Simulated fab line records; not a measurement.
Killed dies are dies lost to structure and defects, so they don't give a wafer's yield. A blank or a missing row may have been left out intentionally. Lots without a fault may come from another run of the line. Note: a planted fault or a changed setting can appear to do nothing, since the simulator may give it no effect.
Matching of chambers -- flow sky130 -- 4 sister chambers for SKY_LI_CONTACT_CMP_02 on cmp-02
The step polishes PSG. 18 wafers are shown with their chamber, then 9 later ones without.

## WAFERS WITH THEIR CHAMBER
wafer,chamber,motorCurrentA (A),timeToEndpointS (s),retainingRingPressureFrac
L794.3,3,11.2,31.1,1.003
L794.5,3,10.5,31.8,0.996
L794.6,0,10.3,34.0,0.996
L796.1,3,11.3,31.8,0.995
L796.3,1,10.7,31.5,0.991
L796.4,0,10.9,35.8,0.987
L797.2,1,10.6,32.4,1.004
L797.3,2,11.8,34.3,0.990
L797.4,3,11.3,31.1,0.996
L799.1,2,11.2,31.5,0.996
L799.5,0,10.0,31.8,0.997
L799.6,1,10.9,32.5,0.992
L800.1,2,12.3,34.0,0.994
L800.2,3,11.9,33.3,1.000
L800.5,2,11.9,33.0,1.004
L809.1,3,11.5,34.3,1.004
L809.2,0,10.2,35.8,0.996
L809.6,0,10.5,34.4,1.002

SIGNATURES (means of the wafers above)
reading,chamber 0,chamber 1,chamber 2,chamber 3,scatter within a chamber
motorCurrentA,10.380,10.733,11.800,11.283,0.395
timeToEndpointS,34.360,32.133,33.200,32.233,1.32
retainingRingPressureFrac,0.99560,0.99567,0.99600,0.99900,0.00536
Rule: for a wafer and a chamber, the distance is found by dividing, reading by reading, the gap between the wafer's reading and the chamber's mean by the reading's scatter, squaring, summing and taking the root. The wafer belongs to the nearest chamber; if the next one is less than 2 further off, it can't be placed. The scatter: take each reading less its chamber's mean, square it, sum over the shown wafers, divide by the number of wafers less the number of chambers, and take the root.

## WAFERS WITH NO CHAMBER GIVEN
wafer,motorCurrentA (A),timeToEndpointS (s),retainingRingPressureFrac
L813.1,11.0,33.0,0.999
L813.2,11.2,31.9,1.010
L813.6,12.4,30.8,1.002
L814.1,11.8,34.8,0.998
L814.2,10.9,30.3,1.006
L814.4,10.8,32.8,1.003
L815.1,11.7,32.7,1.004
L815.2,10.9,33.2,0.995
L815.5,10.8,31.5,0.997

## WHICH CHAMBER EACH ONE RAN IN
wafer,from the rows above,in truth
L813.1,can't be placed: 3 or 1 or 0 or 2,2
L813.2,can't be placed: 3 or 1 or 2 or 0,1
L813.6,can't be placed: 2 or 3 or 1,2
L814.1,can't be placed: 2 or 3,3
L814.2,can't be placed: 3 or 1 or 2 or 0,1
L814.4,can't be placed: 1 or 3 or 0 or 2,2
L815.1,can't be placed: 3 or 2 or 1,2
L815.2,can't be placed: 1 or 3 or 0 or 2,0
L815.5,can't be placed: 1 or 3 or 0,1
Placed correctly: 0 of 9. From these rows, 9 cannot be placed; in 9 the true chamber is one of the candidates. 0 placed wrongly.
